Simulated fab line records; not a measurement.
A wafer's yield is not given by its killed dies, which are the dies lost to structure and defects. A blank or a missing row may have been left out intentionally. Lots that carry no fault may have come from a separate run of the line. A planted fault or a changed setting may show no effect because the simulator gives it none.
fab line records    flow sky130
[record] lots = 12  wafers = 36  lastDay = 50
route steps=708 shown LI_CONTACT@373 LOCAL_INTERCONNECT@387 PAD_OPEN@708
lots untouched by any fault: they come from a run of this same line in which no faults occurred
startH: the number of hours between the record's first day and the start of the first shown wafer of the lot    waitH: how many hours have passed since the lot's step before this one    " identical to the entry in the row above    L1.1+2: one row covering several wafers at once    - value missing, or start not given    * or withheld: withheld    < > ~ a bound
route shown NAME@n: names a module that has steps shown in the file, with the first one's number in the route    usual: average and standard deviation across the fault-free wafers    same: alike in all rows    chamber/n: place in a boat    sites: each site's reading    _std_site: the standard deviation of these    _edge_site: the outer-site mean with the inner-site mean subtracted    radiusMm: how far each site lies from the wafer's centre    mask NAME#n: copy n    behind: the tool/chamber that last shaped the wafer    hold: the reason the lot was held/the length of the hold in hours/how it ended    device: transistor that didn't switch, given as n, p or np    end of line: tests of these same wafers at the route's end    where a step has no rows: the recipe by itself    killed: dies that structure and defects cost at the first sort, which is not the same as the wafer's yield    map: a wafer's dies, marking killed ones x, the rest . and places with no die _
set.NAME: the run value of the setting; set.NAME@STEP: its run value at that earlier step    model.NAME: the simulator's own value behind a step, which no gauge read
one table for each step of the route and one row for each wafer, over a sample of lots
services: when a tool's chamber went out of use (startH, in hours from the record's first day, below 0 if earlier), for how many hours, and the reason
[[steps]]
[step SKY_LI_CONTACT_DEVELOP_11]
[recipe] developTimeS = 60  resist = KrF-thick  devTempC = 21
[usual] developerTempC = 21.01/0.094
lot.wafer  tool           chamber  startH  waitH  developerTempC
L976.2     lithoTrack-01  0        670     -      21.06
L976.3     "              0        "       "      20.94
L976.5     "              0        "       "      21.04
L978.1     lithoTrack-02  0        694     -      21.11
L978.2     "              0        "       "      21.05
L978.4     "              0        "       "      21.12
L979.2     lithoTrack-01  0        701     -      21.00
L979.4     "              0        "       "      20.94
L979.5     "              0        "       "      21.08
L980.1     lithoTrack-02  0        703     -      21.10
L980.2     "              0        "       "      21.13
L980.5     "              0        "       "      20.98
L981.1     lithoTrack-01  0        718     -      21.14
L981.4     "              0        "       "      21.00
L981.6     "              0        "       "      21.10
L984.2     lithoTrack-03  0        742     -      20.84
L984.5     "              0        "       "      21.12
L984.6     "              0        "       "      20.99
L985.2     lithoTrack-02  0        755     -      20.93
L985.4     "              0        "       "      20.92
L985.6     "              0        "       "      20.94
L990.1     lithoTrack-02  0        791     -      23.13
L990.4     "              0        "       "      23.20
L990.6     "              0        "       "      23.22
L991.1     lithoTrack-03  0        794     -      20.87
L991.2     "              0        "       "      20.99
L991.3     "              0        "       "      20.91
L992.1     lithoTrack-02  0        805     -      23.02
L992.4     "              0        "       "      23.19
L992.6     "              0        "       "      22.97
L994.1     lithoTrack-02  0        814     -      23.10
L994.3     "              0        "       "      22.98
L994.6     "              0        "       "      23.15
L999.2     lithoTrack-03  0        856     -      21.08
L999.3     "              0        "       "      20.90
L999.4     "              0        "       "      21.02
[step SKY_LI_CONTACT_STRIP_16]
[recipe] chemistry = O2/N2  powerW = 1400  pressureMtorr = 1500  platenTempC = withheld  o2FlowSccm = 3000  n2FlowSccm = 300  overashFraction = 0.5
[usual] drypumpMotorCurrentA = 5.8/0.51  oesProductAu = 0.376/0.0047  stripTimeToEndpointS = 3.49/0.037
lot.wafer  tool            chamber  startH  waitH  drypumpMotorCurrentA  oesProductAu  rfHoursCounterH  stripTimeToEndpointS
L976.2     plasmaAsher-01  0        671.07  -      5.3                   0.380         25               3.54
L976.3     "               1        "       "      6.3                   0.369         -                3.48
L976.5     "               1        "       "      6.3                   0.380         -                3.53
L978.1     plasmaAsher-03  0        695.19  -      6.5                   0.376         92               3.42
L978.2     "               1        "       "      5.6                   0.376         92               3.48
L978.4     "               1        "       "      5.6                   0.372         -                3.44
L979.2     plasmaAsher-03  1        702.22  -      5.6                   0.366         93               3.47
L979.4     "               1        "       "      5.6                   0.377         -                3.55
L979.5     "               0        "       "      6.5                   0.374         -                3.50
L980.1     plasmaAsher-04  1        703.84  -      5.1                   0.375         104              3.48
L980.2     "               0        "       "      5.7                   0.382         104              3.56
L980.5     "               0        "       "      5.8                   0.384         -                3.48
L981.1     plasmaAsher-01  1        718.92  -      6.3                   0.382         30               3.50
L981.4     "               0        "       "      5.3                   0.375         -                3.46
L981.6     "               1        "       "      6.3                   0.381         -                3.49
L984.2     plasmaAsher-04  0        742.96  -      5.7                   0.379         0                3.51
L984.5     "               1        "       "      5.1                   0.373         -                3.49
L984.6     "               0        "       "      5.7                   0.374         -                3.53
L985.2     plasmaAsher-01  1        755.74  -      6.3                   0.371         34               3.53
L985.4     "               1        "       "      6.3                   0.377         -                3.52
L985.6     "               0        "       "      5.3                   0.377         -                3.53
L990.1     plasmaAsher-03  1        792.19  -      5.6                   0.381         101              3.48
L990.4     "               0        "       "      6.5                   0.374         -                3.48
L990.6     "               1        "       "      5.6                   0.370         -                3.45
L991.1     plasmaAsher-03  1        794.96  -      5.5                   0.371         101              3.50
L991.2     "               0        "       "      6.5                   0.375         101              3.53
L991.3     "               0        "       "      6.5                   0.383         -                3.50
L992.1     plasmaAsher-01  1        805.74  -      6.3                   0.369         39               3.41
L992.4     "               1        "       "      6.3                   0.382         -                3.51
L992.6     "               0        "       "      5.3                   0.375         -                3.48
L994.1     plasmaAsher-04  0        815.04  -      5.8                   0.377         7                3.45
L994.3     "               0        "       "      5.8                   0.373         -                3.50
L994.6     "               1        "       "      5.1                   0.381         -                3.47
L999.2     plasmaAsher-01  0        856.51  -      5.3                   0.375         42               3.49
L999.3     "               0        "       "      5.3                   0.383         -                3.49
L999.4     "               1        "       "      6.3                   0.377         -                3.47
[step SKY_LI_CONTACT_SPUTTER_19]
[recipe] material = Ti  targetThkNm = 20  chamberPressurePa = 5  powerW = 2500  substrateTempC = 200  timeS = 106.37
[usual] substrateTempC = 200.00/0.17  throttleValvePct = 30.3/1
[same] timeS = 106.37
lot.wafer  tool           chamber  startH  waitH  substrateTempC  throttleValvePct
L976.2     pvdSputter-03  -        671.36  0.0    200.02          29.5
L976.3     "              -        "       "      199.76          29.2
L976.5     "              -        "       "      200.05          29.2
L978.1     pvdSputter-02  -        695.50  0.0    199.89          29.6
L978.2     "              -        "       "      199.89          31.4
L978.4     "              -        "       "      199.66          31.7
L979.2     pvdSputter-01  -        702.53  0.0    200.14          30.6
L979.4     "              -        "       "      200.30          29.0
L979.5     "              -        "       "      199.99          30.7
L980.1     pvdSputter-03  -        704.16  0.0    200.32          30.7
L980.2     "              -        "       "      200.22          29.7
L980.5     "              -        "       "      199.74          29.6
L981.1     pvdSputter-01  -        719.23  0.0    200.05          29.4
L981.4     "              -        "       "      200.25          28.8
L981.6     "              -        "       "      199.99          31.4
L984.2     pvdSputter-01  -        743.25  0.0    200.11          29.0
L984.5     "              -        "       "      199.95          29.2
L984.6     "              -        "       "      200.40          31.3
L985.2     pvdSputter-01  -        756.03  0.0    200.17          30.8
L985.4     "              -        "       "      200.04          31.3
L985.6     "              -        "       "      199.88          28.7
L990.1     pvdSputter-03  -        792.48  0.0    200.02          29.2
L990.4     "              -        "       "      200.22          30.5
L990.6     "              -        "       "      199.90          29.7
L991.1     pvdSputter-01  -        795.27  0.0    199.91          29.0
L991.2     "              -        "       "      199.82          31.2
L991.3     "              -        "       "      199.79          28.5
L992.1     pvdSputter-02  -        806.03  0.0    200.13          31.3
L992.4     "              -        "       "      200.15          29.6
L992.6     "              -        "       "      199.89          31.3
L994.1     pvdSputter-01  -        815.33  0.0    199.86          30.7
L994.3     "              -        "       "      199.89          29.1
L994.6     "              -        "       "      200.02          31.2
L999.2     pvdSputter-01  -        856.80  0.0    199.82          31.2
L999.3     "              -        "       "      199.99          30.4
L999.4     "              -        "       "      199.91          30.7
[step SKY_LOCAL_INTERCONNECT_SPUTTER_00]
[recipe] material = TiN  targetThkNm = 100  tempC = 300  powerW = 6500  timeS = 83.3  chamberPressurePa = 0.4
[usual] substrateTempC = 299.99/0.18  susceptorTempC = 300.00/0.17  throttleValvePct = 30.4/0.88
[same] timeS = 83.3
lot.wafer  tool           chamber  startH  waitH  substrateTempC  susceptorTempC  throttleValvePct
L976.2     pvdSputter-04  -        672.11  0.1    299.99          299.82          30.9
L976.3     "              -        "       "      300.13          299.72          29.7
L976.5     "              -        "       "      300.10          299.83          30.8
L978.1     pvdSputter-04  -        696.24  0.2    300.12          300.07          30.8
L978.2     "              -        "       "      300.07          299.96          29.7
L978.4     "              -        "       "      299.72          300.01          29.6
L979.2     pvdSputter-04  -        703.27  0.2    300.11          300.04          30.9
L979.4     "              -        "       "      299.86          300.28          29.5
L979.5     "              -        "       "      299.83          300.39          30.7
L980.1     pvdSputter-02  -        704.90  0.1    300.24          300.06          31.2
L980.2     "              -        "       "      299.96          300.04          31.3
L980.5     "              -        "       "      300.01          299.93          29.7
L981.1     pvdSputter-02  -        719.97  0.2    300.15          300.03          31.2
L981.4     "              -        "       "      299.97          300.29          31.3
L981.6     "              -        "       "      299.89          300.37          31.1
L984.2     pvdSputter-04  -        744.02  0.1    299.49          300.02          31.2
L984.5     "              -        "       "      299.94          300.14          31.1
L984.6     "              -        "       "      299.86          300.00          29.6
L985.2     pvdSputter-04  -        756.78  0.1    300.12          300.14          31.1
L985.4     "              -        "       "      300.22          299.97          31.1
L985.6     "              -        "       "      299.80          300.07          29.8
L990.1     pvdSputter-04  -        793.23  0.2    299.91          300.09          31.2
L990.4     "              -        "       "      299.71          299.77          29.4
L990.6     "              -        "       "      300.03          299.92          31.1
L991.1     pvdSputter-01  -        796.01  0.2    300.32          300.06          31.2
L991.2     "              -        "       "      300.27          300.23          30.6
L991.3     "              -        "       "      300.10          299.97          28.7
L992.1     pvdSputter-04  -        806.78  0.2    299.81          299.94          29.7
L992.4     "              -        "       "      300.18          299.79          30.9
L992.6     "              -        "       "      299.92          300.16          29.7
L994.1     pvdSputter-04  -        816.08  0.1    299.88          299.96          31.2
L994.3     "              -        "       "      299.58          299.98          30.9
L994.6     "              -        "       "      299.73          300.19          30.7
L999.2     pvdSputter-02  -        857.55  0.2    300.08          300.29          29.7
L999.3     "              -        "       "      299.69          300.04          31.1
L999.4     "              -        "       "      300.18          300.07          31.3
[step SKY_PAD_OPEN_PROBE_99]
[usual] killed_at_M0_to_M3 = 44/7.3  killed_at_M4_up = 3.5/1.8  killedAtContacts = 24/5.8  killedAtFrontEnd = 16/4.3  killedAtOther = 0.5/0.68  killedDies = 88/9.4  killedOnRim = 17/3.7  killedOpen = 48/6.8  killedShort = 40/6.1
[same] grossDies = 492  killedAtBackSide = 0
lot.wafer  tool       chamber  startH   waitH  killed_at_M0_to_M3  killed_at_M4_up  killedAtContacts  killedAtFrontEnd  killedAtOther  killedDies  killedOnRim  killedOpen  killedShort
L976.2     prober-02  -        1071.67  0.1    53                  1                18                15                0              87          18           48          39
L976.3     prober-02  -        1071.72  0.2    36                  5                25                14                0              80          15           39          41
L976.5     prober-02  -        1071.82  0.2    47                  4                37                11                1              100         23           54          44
L978.1     prober-01  -        1087.03  0.1    37                  5                27                9                 1              79          18           43          36
L978.2     prober-01  -        1087.08  0.1    44                  5                29                11                1              90          18           46          44
L978.4     prober-01  -        1087.18  0.2    40                  0                34                13                0              87          21           40          47
L979.2     prober-01  -        1095.38  0.1    62                  6                18                13                0              99          15           54          44
L979.4     prober-01  -        1095.48  0.2    30                  3                18                19                0              70          16           39          30
L979.5     prober-01  -        1095.53  0.2    41                  3                22                23                0              89          20           52          37
L980.1     prober-02  -        1096.83  0.1    46                  4                24                14                0              88          21           49          38
L980.2     prober-02  -        1096.88  0.1    45                  2                24                16                1              88          16           44          44
L980.5     prober-02  -        1097.03  0.2    33                  2                32                13                1              81          18           45          34
L981.1     prober-01  -        1105.62  0.1    38                  4                12                16                1              71          17           43          27
L981.4     prober-01  -        1105.77  0.2    28                  2                26                15                1              72          11           45          27
L981.6     prober-01  -        1105.87  0.2    45                  3                26                11                0              85          19           43          42
L984.2     prober-02  -        1125.32  0.1    41                  2                13                16                1              73          14           39          34
L984.5     prober-02  -        1125.47  0.2    35                  4                28                21                0              88          13           51          37
L984.6     prober-02  -        1125.52  0.2    48                  4                19                14                1              86          16           44          42
L985.2     prober-01  -        1133.92  0.1    58                  5                24                15                0              102         18           57          45
L985.4     prober-01  -        1134.02  0.2    55                  1                27                18                0              101         20           47          53
L985.6     prober-01  -        1134.12  0.2    43                  3                18                17                0              81          16           43          38
L990.1     prober-02  -        1162.44  0.1    52                  9                28                17                0              106         19           55          50
L990.4     prober-02  -        1162.59  0.2    30                  7                22                8                 0              67          16           31          36
L990.6     prober-02  -        1162.69  0.2    40                  7                22                21                0              90          24           52          37
L991.1     prober-01  -        1164.21  0.1    36                  4                21                26                1              88          17           45          42
L991.2     prober-01  -        1164.26  0.1    40                  4                18                25                0              87          13           51          35
L991.3     prober-01  -        1164.31  0.2    40                  1                25                16                0              82          12           44          37
L992.1     prober-02  -        1170.25  0.1    52                  4                20                19                3              98          17           51          44
L992.4     prober-02  -        1170.40  0.2    38                  4                24                17                0              83          16           43          40
L992.6     prober-02  -        1170.50  0.2    46                  2                20                9                 0              77          11           44          33
L994.1     prober-01  -        1174.07  0.1    42                  3                16                22                0              83          15           44          38
L994.3     prober-01  -        1174.17  0.2    30                  3                24                24                0              81          17           48          31
L994.6     prober-01  -        1174.32  0.2    49                  2                22                18                1              92          16           47          45
L999.2     prober-01  -        1198.47  0.1    34                  4                30                16                0              84          17           50          34
L999.3     prober-01  -        1198.52  0.2    38                  3                29                10                0              80          16           41          39
L999.4     prober-01  -        1198.57  0.2    40                  3                24                13                0              80          19           42          38
// killed by level:class
L976.2 VIA1:geometricParticle:open=15 METAL2:geometricParticle:short=8 VIA3:geometricParticle:open=8 CONTACT:geometricParticle:open=6 VIA2:geometricParticle:open=5 FIELD_ISO:geometricParticle:open=4 LOCAL_INTERCONNECT:geometricParticle:short=4 VIA1:geometricParticle:short=4
L976.3 VIA1:geometricParticle:open=11 CONTACT:geometricParticle:open=8 LI_CONTACT:geometricParticle:open=6 VIA3:geometricParticle:short=6 LOCAL_INTERCONNECT:geometricParticle:short=5 POLY_GATE:geometricParticle:open=4 POLY_GATE:geometricParticle:short=4 METAL3:geometricParticle:short=4
L976.5 CONTACT:geometricParticle:open=13 VIA1:geometricParticle:open=13 LI_CONTACT:geometricParticle:open=11 VIA1:geometricParticle:short=8 CONTACT:geometricParticle:short=6 METAL1:geometricParticle:short=6 LOCAL_INTERCONNECT:geometricParticle:short=5 METAL2:geometricParticle:short=4
L978.1 CONTACT:geometricParticle:open=13 VIA1:geometricParticle:open=8 LI_CONTACT:geometricParticle:open=6 METAL1:geometricParticle:short=6 CONTACT:geometricParticle:short=5 METAL2:geometricParticle:short=5 VIA2:geometricParticle:open=4 POLY_GATE:geometricParticle:open=3
L978.2 CONTACT:geometricParticle:open=14 VIA1:geometricParticle:open=12 CONTACT:geometricParticle:short=7 METAL2:geometricParticle:short=7 FIELD_ISO:geometricParticle:short=5 VIA1:geometricParticle:short=5 POLY_GATE:geometricParticle:short=4 LI_CONTACT:geometricParticle:open=4
L978.4 CONTACT:geometricParticle:open=11 LI_CONTACT:geometricParticle:open=8 CONTACT:geometricParticle:short=7 METAL2:geometricParticle:short=6 VIA2:geometricParticle:short=6 LOCAL_INTERCONNECT:geometricParticle:short=5 VIA1:geometricParticle:short=5 VIA2:geometricParticle:open=5
L979.2 VIA1:geometricParticle:open=14 VIA3:geometricParticle:open=14 METAL1:geometricParticle:short=12 CONTACT:geometricParticle:open=8 VIA1:geometricParticle:short=6 POLY_GATE:geometricParticle:short=5 METAL2:geometricParticle:short=5 CONTACT:geometricParticle:short=4
L979.4 CONTACT:geometricParticle:open=7 FIELD_ISO:geometricParticle:open=6 VIA1:geometricParticle:open=6 CONTACT:geometricParticle:short=4 LI_CONTACT:geometricParticle:open=4 VIA3:geometricParticle:open=4 FIELD_ISO:geometricParticle:short=3 POLY_GATE:geometricParticle:open=3
L979.5 VIA3:geometricParticle:open=9 FIELD_ISO:geometricParticle:open=8 CONTACT:geometricParticle:open=8 LI_CONTACT:geometricParticle:open=7 VIA2:geometricParticle:open=7 VIA1:geometricParticle:open=5 METAL2:geometricParticle:short=5 POLY_GATE:geometricParticle:short=4
L980.1 CONTACT:geometricParticle:open=9 VIA3:geometricParticle:open=9 METAL1:geometricParticle:short=8 VIA1:geometricParticle:open=8 LI_CONTACT:geometricParticle:open=7 VIA2:geometricParticle:open=7 FIELD_ISO:geometricParticle:open=5 POLY_GATE:geometricParticle:short=4
L980.2 VIA1:geometricParticle:open=8 CONTACT:geometricParticle:short=7 METAL2:geometricParticle:short=7 CONTACT:geometricParticle:open=6 LI_CONTACT:geometricParticle:open=6 FIELD_ISO:geometricParticle:open=5 FIELD_ISO:geometricParticle:short=5 VIA2:geometricParticle:open=5
L980.5 CONTACT:geometricParticle:open=13 VIA1:geometricParticle:open=6 VIA3:geometricParticle:open=6 LI_CONTACT:geometricParticle:short=5 LI_CONTACT:geometricParticle:open=5 METAL2:geometricParticle:short=5 FIELD_ISO:geometricParticle:open=4 LOCAL_INTERCONNECT:geometricParticle:short=4
L981.1 VIA2:geometricParticle:open=9 VIA3:geometricParticle:open=7 CONTACT:geometricParticle:open=6 VIA1:geometricParticle:open=5 FIELD_ISO:geometricParticle:open=4 FIELD_ISO:geometricParticle:short=3 LI_CONTACT:geometricParticle:open=3 POLY_GATE:geometricParticle:open=3
L981.4 CONTACT:geometricParticle:open=12 LI_CONTACT:geometricParticle:open=7 VIA1:geometricParticle:open=7 FIELD_ISO:geometricParticle:open=5 VIA3:geometricParticle:open=5 VIA2:geometricParticle:open=4 SPACER:geometricParticle:short=3 LOCAL_INTERCONNECT:geometricParticle:short=3
L981.6 CONTACT:geometricParticle:open=8 VIA1:geometricParticle:open=8 LI_CONTACT:geometricParticle:open=7 VIA1:geometricParticle:short=7 METAL2:geometricParticle:short=7 METAL1:geometricParticle:short=6 POLY_GATE:geometricParticle:open=5 CONTACT:geometricParticle:short=5
L984.2 VIA1:geometricParticle:open=8 VIA3:geometricParticle:open=5 CONTACT:geometricParticle:open=5 VIA2:geometricParticle:open=5 FIELD_ISO:geometricParticle:open=4 POLY_GATE:geometricParticle:open=4 LOCAL_INTERCONNECT:geometricParticle:short=4 VIA1:geometricParticle:short=4
L984.5 CONTACT:geometricParticle:open=12 LI_CONTACT:geometricParticle:open=8 FIELD_ISO:geometricParticle:short=7 VIA1:geometricParticle:open=7 FIELD_ISO:geometricParticle:open=6 METAL1:geometricParticle:short=6 VIA2:geometricParticle:open=5 VIA3:geometricParticle:open=5
L984.6 VIA1:geometricParticle:open=13 METAL1:geometricParticle:short=8 LI_CONTACT:geometricParticle:open=6 METAL3:geometricParticle:short=5 VIA3:geometricParticle:open=5 FIELD_ISO:geometricParticle:short=4 VIA3:geometricParticle:short=4 CONTACT:geometricParticle:open=4
L985.2 VIA3:geometricParticle:open=12 VIA1:geometricParticle:open=10 LI_CONTACT:geometricParticle:open=9 CONTACT:geometricParticle:open=6 FIELD_ISO:geometricParticle:short=5 CONTACT:geometricParticle:short=5 VIA1:geometricParticle:short=5 VIA3:geometricParticle:short=5
L985.4 VIA1:geometricParticle:open=14 CONTACT:geometricParticle:open=9 METAL2:geometricParticle:short=9 CONTACT:geometricParticle:short=8 VIA3:geometricParticle:open=7 POLY_GATE:geometricParticle:short=7 VIA3:geometricParticle:short=7 METAL1:geometricParticle:short=6
L985.6 VIA3:geometricParticle:open=10 VIA1:geometricParticle:open=9 VIA2:geometricParticle:open=8 CONTACT:geometricParticle:open=7 CONTACT:geometricParticle:short=6 POLY_GATE:geometricParticle:short=5 METAL2:geometricParticle:short=5 FIELD_ISO:geometricParticle:open=4
L990.1 VIA1:geometricParticle:open=13 CONTACT:geometricParticle:open=9 METAL4:geometricParticle:short=8 METAL1:geometricParticle:short=7 FIELD_ISO:geometricParticle:open=6 LI_CONTACT:geometricParticle:open=6 LOCAL_INTERCONNECT:geometricParticle:short=6 METAL2:geometricParticle:short=6
L990.4 CONTACT:geometricParticle:open=10 METAL2:geometricParticle:short=6 CONTACT:geometricParticle:short=6 VIA1:geometricParticle:open=6 VIA3:geometricParticle:open=4 METAL4:geometricParticle:short=4 LI_CONTACT:geometricParticle:open=3 LOCAL_INTERCONNECT:geometricParticle:short=3
L990.6 VIA1:geometricParticle:open=9 VIA3:geometricParticle:open=9 FIELD_ISO:geometricParticle:open=7 CONTACT:geometricParticle:open=7 FIELD_ISO:geometricParticle:short=6 VIA2:geometricParticle:open=5 LOCAL_INTERCONNECT:geometricParticle:short=4 METAL4:geometricParticle:short=4
L991.1 CONTACT:geometricParticle:open=10 POLY_GATE:geometricParticle:short=7 FIELD_ISO:geometricParticle:short=6 VIA3:geometricParticle:open=6 VIA1:geometricParticle:short=5 VIA2:geometricParticle:open=5 FIELD_ISO:geometricParticle:open=4 POLY_GATE:geometricParticle:open=4
L991.2 VIA1:geometricParticle:open=11 CONTACT:geometricParticle:open=10 VIA3:geometricParticle:open=10 FIELD_ISO:geometricParticle:short=6 FIELD_ISO:geometricParticle:open=5 METAL1:geometricParticle:short=5 POLY_GATE:geometricParticle:short=5 POLY_GATE:geometricParticle:open=5
L991.3 METAL1:geometricParticle:short=9 CONTACT:geometricParticle:open=8 VIA1:geometricParticle:open=8 LI_CONTACT:geometricParticle:open=6 LI_CONTACT:geometricParticle:short=6 VIA2:geometricParticle:open=6 POLY_GATE:geometricParticle:short=5 METAL1:geometricParticle:open=4
L992.1 VIA2:geometricParticle:open=12 CONTACT:geometricParticle:open=10 METAL1:geometricParticle:short=7 VIA1:geometricParticle:open=7 POLY_GATE:geometricParticle:open=6 VIA1:geometricParticle:short=6 METAL2:geometricParticle:short=6 FIELD_ISO:geometricParticle:short=5
L992.4 CONTACT:geometricParticle:open=9 VIA2:geometricParticle:open=8 VIA1:geometricParticle:open=7 FIELD_ISO:geometricParticle:short=5 VIA3:geometricParticle:short=5 LOCAL_INTERCONNECT:geometricParticle:short=5 CONTACT:geometricParticle:short=5 METAL1:geometricParticle:short=5
L992.6 VIA1:geometricParticle:open=10 CONTACT:geometricParticle:open=8 VIA2:geometricParticle:open=7 FIELD_ISO:geometricParticle:open=5 METAL2:geometricParticle:short=5 VIA3:geometricParticle:short=5 VIA3:geometricParticle:open=5 METAL1:geometricParticle:short=4
L994.1 VIA1:geometricParticle:open=9 FIELD_ISO:geometricParticle:open=7 POLY_GATE:geometricParticle:short=6 CONTACT:geometricParticle:open=6 VIA3:geometricParticle:open=6 LI_CONTACT:geometricParticle:open=5 VIA1:geometricParticle:short=5 VIA2:geometricParticle:short=5
L994.3 CONTACT:geometricParticle:open=11 FIELD_ISO:geometricParticle:short=9 VIA1:geometricParticle:open=7 LI_CONTACT:geometricParticle:open=6 FIELD_ISO:geometricParticle:open=5 VIA3:geometricParticle:open=5 METAL2:geometricParticle:open=4 POLY_GATE:geometricParticle:short=3
L994.6 VIA1:geometricParticle:open=13 CONTACT:geometricParticle:open=11 LI_CONTACT:geometricParticle:open=6 METAL1:geometricParticle:short=5 VIA3:geometricParticle:short=5 VIA1:geometricParticle:short=5 METAL2:geometricParticle:short=5 FIELD_ISO:geometricParticle:short=4
L999.2 CONTACT:geometricParticle:open=11 VIA1:geometricParticle:open=9 LI_CONTACT:geometricParticle:open=8 FIELD_ISO:geometricParticle:short=7 VIA3:geometricParticle:open=7 POLY_GATE:geometricParticle:short=4 LI_CONTACT:geometricParticle:short=4 LOCAL_INTERCONNECT:geometricParticle:short=4
L999.3 CONTACT:geometricParticle:open=10 LI_CONTACT:geometricParticle:open=7 CONTACT:geometricParticle:short=6 VIA2:geometricParticle:short=6 VIA1:geometricParticle:open=5 VIA1:geometricParticle:short=5 VIA3:geometricParticle:open=5 FIELD_ISO:geometricParticle:open=4
L999.4 VIA1:geometricParticle:open=11 LI_CONTACT:geometricParticle:open=7 CONTACT:geometricParticle:open=7 VIA1:geometricParticle:short=7 VIA2:geometricParticle:open=6 CONTACT:geometricParticle:short=5 METAL2:geometricParticle:short=5 POLY_GATE:geometricParticle:open=4
[[services]]
tool            chamber  startH  hours  kind
pvdSputter-02   -        652.09  2.5    repair
pvdSputter-01   -        653.49  0.6    repair
pvdSputter-04   -        661.00  1.6    repair
plasmaAsher-04  -        681.52  15.6   pm
plasmaAsher-01  -        686.82  2.7    repair
plasmaAsher-04  -        701.37  1.6    repair
pvdSputter-04   -        705.33  2.1    repair
pvdSputter-01   -        708.76  3.0    repair
plasmaAsher-04  -        733.75  9.0    pm
plasmaAsher-04  0        733.75  9.0    ventCycle
plasmaAsher-04  1        733.75  9.0    ventCycle
plasmaAsher-04  0        742.75  -      clean
plasmaAsher-04  1        742.75  -      clean
plasmaAsher-03  -        746.18  2.1    repair
pvdSputter-02   -        756.65  1.0    repair
plasmaAsher-03  -        758.71  14.6   pm
pvdSputter-02   -        785.65  0.6    repair
plasmaAsher-03  -        789.88  0.8    repair
pvdSputter-03   -        801.14  1.0    repair
plasmaAsher-01  -        819.44  15.6   pm
pvdSputter-03   -        819.52  11.9   repair
pvdSputter-04   -        835.29  12.5   repair
plasmaAsher-01  -        835.78  1.2    repair
pvdSputter-03   -        847.56  12.9   repair
[[key]]
[firstSign] step = SKY_LI_CONTACT_DEVELOP_11  reading = developerTempC  direction = up  sigmas = 22  usual = *  struck = *
effect none on later readings
metAt SKY_LI_CONTACT_DEVELOP_11
struckLots L990,L992,L994
testerLeftOut L990,L992,L994
[loopTrim] step = SKY_LI_CONTACT_EXPOSE_09  setting = dose  lots = L994
notActingAt SKY_LI_CONTACT_STRIP_16,SKY_LI_CONTACT_SPUTTER_19,SKY_LOCAL_INTERCONNECT_SPUTTER_00
onsetBetween 755 791
[fault] kind = processParameterDrift  tool = lithoTrack-02  chamber = -  onsetH = 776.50  steps = SKY_LI_CONTACT_DEVELOP_11  channel = devTempC  offset = *  shape = step  endH = 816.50  actsIn = *  stated = *
// testerLeftOut: of these lots the tester's yield and bins aren't shown, on N5 and GAA mostly nor the transistor test; their killed dies are dies lost to structure and defects alone, not to doping, threshold or leakage, so they don't give the yield
// loopTrim: a control loop set the setting to another value than it would have without faults
